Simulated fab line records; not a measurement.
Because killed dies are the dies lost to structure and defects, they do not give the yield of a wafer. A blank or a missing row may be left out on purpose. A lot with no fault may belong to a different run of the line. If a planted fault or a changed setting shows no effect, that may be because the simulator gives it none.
One fault seen from 2 desks    flow gf180mcu    each desk has only its own numbers; what lay behind them comes last

THE TOOL OWNER'S DESK: wet_bench-01
The tool's own readings at GF_STI_WET_ETCH_27 (etches Si3N4 in H3PO4, target depth 160 nm, time 1825 s): means of the sampled wafers that have a number, for each lot that ran on this tool. If a lot's mean is further than 4 standard deviations from the usual mean, the lot is out of limits and carries the mark OUT (the distance appears in the brackets).
Columns: A = bath_guard_temp_C at GF_STI_WET_ETCH_27, usual 159.7 C; B = temp_c at GF_STI_WET_ETCH_27, usual 159.97 C
lot   first seen here  A                 B
L658  day 2 06:55      160.3             160.25
L659  day 2 09:56      159.7             159.88
L661  day 2 21:13      159.8             160.12
L666  day 3 21:59      157.7 (-4.7) OUT  157.72 (-12) OUT
Finding of this desk: L666 out of limits; the first was L666 at day 3 21:59, on bath_guard_temp_C at GF_STI_WET_ETCH_27. L658, L659, L661 stayed within limits.

METROLOGY DESK
Lot by lot, what the gauges showed, no matter which tool ran the lot: averages of those sampled wafers that carry a number. If a lot's mean is further than 4 standard deviations from the usual mean, the lot is out of limits and carries the mark OUT (the distance appears in the brackets).
Columns: A = DUAL_GATE_OXIDATION_00_THK at GF_DUAL_GATE_THK_MEAS_03, usual 10.98 nm; B = DUAL_GATE_OVL at GF_DUAL_GATE_OVL_MEAS_11, usual 0.1 nm; C = HV_LDD_2_TW at GF_HV_LDD_TW_MEAS_23, usual 1050
lot   first seen here  A      B     C
L658  day 7 16:52      10.95  -1.2  1047
L659  day 7 20:57      10.94  1.3   1045
L660  day 8 03:24      10.93  -0.2  1062
L661  day 8 12:28      11.12  -1.7  1045
L662  day 8 17:34      10.82  0.8   1060
L664  day 9 10:18      10.72  0.1   1059
L666  day 9 21:56      11.12  -0.4  1047
L674  day 12 04:07     10.99  -0.2  1049
L675  day 12 11:17     11.09  1.3   1065
L676  day 12 15:38     11.00  -0.7  1040
L679  day 13 12:28     10.83  -0.0  1042
L680  day 13 18:08     11.38  -0.4  1042
L681  day 14 02:31     10.73  -0.3  1042
This desk found nothing out of limits on any of the 13 lots.

PUT TOGETHER
On L666, at day 3 21:59, an alarm was possible from the tool owner's desk.
From the metrology desk's view, nothing was out of limits.
The metrology desk has L666 on record, within its limits.
GF_STI_WET_ETCH_27 was run on wet_bench-01 by each of the lots named.

WHAT THE SIMULATOR HAD PUT IN
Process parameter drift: wet_bench-01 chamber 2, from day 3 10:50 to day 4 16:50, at GF_STI_WET_ETCH_27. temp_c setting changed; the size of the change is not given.
Struck lots among those shown: L666.
Delay in hours, fault start to first out-of-limits reading, by desk: the tool owner's desk at 11.
